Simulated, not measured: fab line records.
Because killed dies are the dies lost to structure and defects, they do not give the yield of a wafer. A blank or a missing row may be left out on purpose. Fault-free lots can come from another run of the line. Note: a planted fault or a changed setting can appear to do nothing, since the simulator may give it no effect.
The tool behind it: which one? || flow sfq_line || 12 lots, 36 wafers sampled, at 5 steps of a route of 325

WHAT EACH GAUGE READ, for each wafer
SFQ_L0_RS_MEAS_901: a four-point-probe measurement.
{"lot": "L631", "measured": "day 1 12:37", "on": "film_metro-02", "L0_MONX_KI_RS (ohm/sq)": "42.9 43.2 42.7"}
{"lot": "L632", "measured": "day 1 17:34", "on": "film_metro-02", "L0_MONX_KI_RS (ohm/sq)": "43.5 43.5 43.6"}
{"lot": "L633", "measured": "day 1 22:37", "on": "film_metro-04", "L0_MONX_KI_RS (ohm/sq)": "44.0 44.4 44.0"}
{"lot": "L642", "measured": "day 3 19:36", "on": "film_metro-03", "L0_MONX_KI_RS (ohm/sq)": "43.4 59.8 43.4"}
{"lot": "L643", "measured": "day 4 00:36", "on": "film_metro-02", "L0_MONX_KI_RS (ohm/sq)": "60.4 43.8 43.7"}
{"lot": "L644", "measured": "day 4 05:44", "on": "film_metro-03", "L0_MONX_KI_RS (ohm/sq)": "43.1 42.9 43.0"}
{"lot": "L645", "measured": "day 4 10:34", "on": "film_metro-03", "L0_MONX_KI_RS (ohm/sq)": "44.1 43.8 44.3"}
{"lot": "L647", "measured": "day 4 20:36", "on": "film_metro-02", "L0_MONX_KI_RS (ohm/sq)": "43.3 43.4 43.2"}
{"lot": "L648", "measured": "day 5 01:35", "on": "film_metro-03", "L0_MONX_KI_RS (ohm/sq)": "43.3 43.3 42.9"}
{"lot": "L649", "measured": "day 5 06:37", "on": "film_metro-02", "L0_MONX_KI_RS (ohm/sq)": "43.5 43.8 44.1"}
{"lot": "L650", "measured": "day 5 11:34", "on": "film_metro-02", "L0_MONX_KI_RS (ohm/sq)": "43.6 44.0 43.8"}
{"lot": "L653", "measured": "day 6 02:35", "on": "film_metro-02", "L0_MONX_KI_RS (ohm/sq)": "43.3 43.2 43.0"}

SFQ_L0_THK_MEAS_902: measures by xrf.
{"lot": "L631", "measured": "day 1 12:43", "on": "film_metro-02", "L0_MONX_KI_THK (nm)": "40.9 40.3 40.9"}
{"lot": "L632", "measured": "day 1 17:41", "on": "film_metro-02", "L0_MONX_KI_THK (nm)": "40.0 40.3 40.0"}
{"lot": "L633", "measured": "day 1 22:43", "on": "film_metro-04", "L0_MONX_KI_THK (nm)": "39.5 39.2 40.0"}
{"lot": "L642", "measured": "day 3 19:42", "on": "film_metro-03", "L0_MONX_KI_THK (nm)": "40.2 32.1 40.2"}
{"lot": "L643", "measured": "day 4 00:42", "on": "film_metro-02", "L0_MONX_KI_THK (nm)": "31.6 39.6 40.2"}
{"lot": "L644", "measured": "day 4 05:51", "on": "film_metro-03", "L0_MONX_KI_THK (nm)": "40.7 40.6 40.8"}
{"lot": "L645", "measured": "day 4 10:41", "on": "film_metro-03", "L0_MONX_KI_THK (nm)": "39.9 39.9 39.7"}
{"lot": "L647", "measured": "day 4 20:42", "on": "film_metro-02", "L0_MONX_KI_THK (nm)": "40.3 40.3 40.3"}
{"lot": "L648", "measured": "day 5 01:41", "on": "film_metro-03", "L0_MONX_KI_THK (nm)": "40.7 40.2 41.0"}
{"lot": "L649", "measured": "day 5 06:43", "on": "film_metro-02", "L0_MONX_KI_THK (nm)": "40.0 39.8 39.5"}
{"lot": "L650", "measured": "day 5 11:41", "on": "film_metro-02", "L0_MONX_KI_THK (nm)": "40.0 39.6 39.7"}
{"lot": "L653", "measured": "day 6 02:41", "on": "film_metro-02", "L0_MONX_KI_THK (nm)": "40.3 40.4 40.6"}

SFQ_L0V_OVL_MEAS_903.
{"lot": "L631", "measured": "day 7 00:20", "on": "overlay-02", "L0V_OVL (nm)": "-2 1 -5"}
{"lot": "L632", "measured": "day 7 06:19", "on": "overlay-02", "L0V_OVL (nm)": "0 3 7"}
{"lot": "L633", "measured": "day 7 09:56", "on": "overlay-02", "L0V_OVL (nm)": "3 3 -5"}
{"lot": "L642", "measured": "day 9 15:25", "on": "overlay-02", "L0V_OVL (nm)": "-6 -1 0"}
{"lot": "L643", "measured": "day 9 20:13", "on": "overlay-01", "L0V_OVL (nm)": "-10 -12 -13"}
{"lot": "L644", "measured": "day 9 21:24", "on": "overlay-01", "L0V_OVL (nm)": "4 -2 9"}
{"lot": "L645", "measured": "day 9 22:35", "on": "overlay-01", "L0V_OVL (nm)": "-8 -5 -7"}
{"lot": "L647", "measured": "day 11 16:37", "on": "overlay-02", "L0V_OVL (nm)": "-9 -12 -7"}
{"lot": "L648", "measured": "day 12 02:12", "on": "overlay-01", "L0V_OVL (nm)": "4 1 2"}
{"lot": "L649", "measured": "day 12 09:25", "on": "overlay-01", "L0V_OVL (nm)": "5 4 2"}
{"lot": "L650", "measured": "day 12 18:59", "on": "overlay-02", "L0V_OVL (nm)": "1 0 0"}
{"lot": "L653", "measured": "day 13 19:59", "on": "overlay-01", "L0V_OVL (nm)": "8 1 5"}

EACH LOT AND THE TOOL THAT RAN IT (in order: tool; ch and the chambers of the sampled wafers; start)
{"lot": "L631", "SFQ_TRILAYER_L0_DEP_SPUTTER_003": "pvd_sputter-03, day 1 12:29", "SFQ_TRILAYER_L0_ETCH_METAL_ETCH_008": "rie_metal-02 ch 0,1, day 4 05:37"}
{"lot": "L632", "SFQ_TRILAYER_L0_DEP_SPUTTER_003": "pvd_sputter-03, day 1 17:29", "SFQ_TRILAYER_L0_ETCH_METAL_ETCH_008": "rie_metal-01 ch 1, day 4 14:01"}
{"lot": "L633", "SFQ_TRILAYER_L0_DEP_SPUTTER_003": "pvd_sputter-06, day 1 22:29", "SFQ_TRILAYER_L0_ETCH_METAL_ETCH_008": "rie_metal-02 ch 0,1, day 4 17:37"}
{"lot": "L642", "SFQ_TRILAYER_L0_DEP_SPUTTER_003": "pvd_sputter-03, day 3 19:29", "SFQ_TRILAYER_L0_ETCH_METAL_ETCH_008": "rie_metal-02 ch 0,1, day 6 06:49"}
{"lot": "L643", "SFQ_TRILAYER_L0_DEP_SPUTTER_003": "pvd_sputter-03, day 4 00:29", "SFQ_TRILAYER_L0_ETCH_METAL_ETCH_008": "rie_metal-04 ch 0,1, day 6 08:01"}
{"lot": "L644", "SFQ_TRILAYER_L0_DEP_SPUTTER_003": "pvd_sputter-04, day 4 05:29", "SFQ_TRILAYER_L0_ETCH_METAL_ETCH_008": "rie_metal-02 ch 0,1, day 6 09:13"}
{"lot": "L645", "SFQ_TRILAYER_L0_DEP_SPUTTER_003": "pvd_sputter-06, day 4 10:29", "SFQ_TRILAYER_L0_ETCH_METAL_ETCH_008": "rie_metal-04 ch 0,1, day 6 10:25"}
{"lot": "L647", "SFQ_TRILAYER_L0_DEP_SPUTTER_003": "pvd_sputter-04, day 4 20:29", "SFQ_TRILAYER_L0_ETCH_METAL_ETCH_008": "rie_metal-01 ch 0,1, day 7 11:11"}
{"lot": "L648", "SFQ_TRILAYER_L0_DEP_SPUTTER_003": "pvd_sputter-04, day 5 01:29", "SFQ_TRILAYER_L0_ETCH_METAL_ETCH_008": "rie_metal-04 ch 0,1, day 7 18:23"}
{"lot": "L649", "SFQ_TRILAYER_L0_DEP_SPUTTER_003": "pvd_sputter-06, day 5 06:29", "SFQ_TRILAYER_L0_ETCH_METAL_ETCH_008": "rie_metal-04 ch 0,1, day 8 02:16"}
{"lot": "L650", "SFQ_TRILAYER_L0_DEP_SPUTTER_003": "pvd_sputter-04, day 5 11:29", "SFQ_TRILAYER_L0_ETCH_METAL_ETCH_008": "rie_metal-04 ch 0,1, day 8 07:03"}
{"lot": "L653", "SFQ_TRILAYER_L0_DEP_SPUTTER_003": "pvd_sputter-04, day 6 02:29", "SFQ_TRILAYER_L0_ETCH_METAL_ETCH_008": "rie_metal-01 ch 0,1, day 9 04:39"}
- SFQ_TRILAYER_L0_DEP_SPUTTER_003: material MoNx KI, target thk 40 nm, time 100 s.
- SFQ_TRILAYER_L0_ETCH_METAL_ETCH_008: etches MoNx KI in SF6/O2, stops on SiO2, target depth 50 nm, time 25 s.

AS READ BY THE TOOLS THEMSELVES (means over the sampled wafers that have a number; for cases with no such wafer, the mark the record gives instead)
SFQ_TRILAYER_L0_DEP_SPUTTER_003.
{"lot": "L631", "tool": "pvd_sputter-03", "throttle_valve_pct (%)": 29.6}
{"lot": "L632", "tool": "pvd_sputter-03", "throttle_valve_pct (%)": 31.0}
{"lot": "L633", "tool": "pvd_sputter-06", "throttle_valve_pct (%)": 30.2}
{"lot": "L642", "tool": "pvd_sputter-03", "throttle_valve_pct (%)": 30.8}
{"lot": "L643", "tool": "pvd_sputter-03", "throttle_valve_pct (%)": 30.6}
{"lot": "L644", "tool": "pvd_sputter-04", "throttle_valve_pct (%)": 31.5}
{"lot": "L645", "tool": "pvd_sputter-06", "throttle_valve_pct (%)": 30.3}
{"lot": "L647", "tool": "pvd_sputter-04", "throttle_valve_pct (%)": 31.3}
{"lot": "L648", "tool": "pvd_sputter-04", "throttle_valve_pct (%)": 30.2}
{"lot": "L649", "tool": "pvd_sputter-06", "throttle_valve_pct (%)": 29.8}
{"lot": "L650", "tool": "pvd_sputter-04", "throttle_valve_pct (%)": 31.0}
{"lot": "L653", "tool": "pvd_sputter-04", "throttle_valve_pct (%)": 30.3}

SFQ_TRILAYER_L0_ETCH_METAL_ETCH_008.
{"lot": "L631", "tool": "rie_metal-02", "drypump_motor_current_A (A)": 5.8, "oes_product_au (a.u.)": 0.880}
{"lot": "L632", "tool": "rie_metal-01", "drypump_motor_current_A (A)": 5.6, "oes_product_au (a.u.)": 0.876}
{"lot": "L633", "tool": "rie_metal-02", "drypump_motor_current_A (A)": 5.7, "oes_product_au (a.u.)": 0.868}
{"lot": "L642", "tool": "rie_metal-02", "drypump_motor_current_A (A)": 5.7, "oes_product_au (a.u.)": 0.844}
{"lot": "L643", "tool": "rie_metal-04", "drypump_motor_current_A (A)": 6.5, "oes_product_au (a.u.)": 0.839}
{"lot": "L644", "tool": "rie_metal-02", "drypump_motor_current_A (A)": 5.9, "oes_product_au (a.u.)": 0.872}
{"lot": "L645", "tool": "rie_metal-04", "drypump_motor_current_A (A)": 6.6, "oes_product_au (a.u.)": 0.866}
{"lot": "L647", "tool": "rie_metal-01", "drypump_motor_current_A (A)": 5.5, "oes_product_au (a.u.)": 0.878}
{"lot": "L648", "tool": "rie_metal-04", "drypump_motor_current_A (A)": 6.5, "oes_product_au (a.u.)": 0.875}
{"lot": "L649", "tool": "rie_metal-04", "drypump_motor_current_A (A)": 6.5, "oes_product_au (a.u.)": 0.867}
{"lot": "L650", "tool": "rie_metal-04", "drypump_motor_current_A (A)": 6.6, "oes_product_au (a.u.)": 0.870}
{"lot": "L653", "tool": "rie_metal-01", "drypump_motor_current_A (A)": 5.5, "oes_product_au (a.u.)": 0.873}

THE ANSWER, worked out from the rows above alone
Rule: what is usual is taken from the lots themselves. The widest of any qualifying gaps counts: lots, ordered by their means at a reading, are off when they make up no more than a third of the lots, leave a main group of 4 or more, and stand apart from it by 3 or more times the standard deviation of that group's means. Not used: any main group whose means are identical at the precision the tables above print for the reading. A lot without any number at a reading at which 4 lots or more have one is off too. Where the step has rows for the other lots, those lots are counted as sound. First the gauges in route order, then the tools' own readings, where a lot's mean is used as printed above. At the first step where some lot is off, the reading lying furthest off is the one used; lots without a number count as furthest.
Off: at SFQ_L0_RS_MEAS_901 (L0_MONX_KI_RS), L642, L643. The main group: mean 43.5 ohm/sq, standard deviation 0.42.
A tool fits if, at a process step before that reading, it ran every lot that is off, and no sound lot after the first of them. Not tried: the gauges at SFQ_L0_RS_MEAS_901; whatever is off there is also off at SFQ_TRILAYER_L0_ETCH_METAL_ETCH_008, on other tools, and gauge error can't account for it. One candidate fits, namely pvd_sputter-03 at SFQ_TRILAYER_L0_DEP_SPUTTER_003. Its last sound lot is L632 (day 1 17:29), its first lot that is off L642 (day 3 19:29): a fault that began between those two fits.

WHAT THE SIMULATOR HAD INSERTED
Site profile drift: pvd_sputter-03, from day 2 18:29 on, at SFQ_TRILAYER_L0_DEP_SPUTTER_003. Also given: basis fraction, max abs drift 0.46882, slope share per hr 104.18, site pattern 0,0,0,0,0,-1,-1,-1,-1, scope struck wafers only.
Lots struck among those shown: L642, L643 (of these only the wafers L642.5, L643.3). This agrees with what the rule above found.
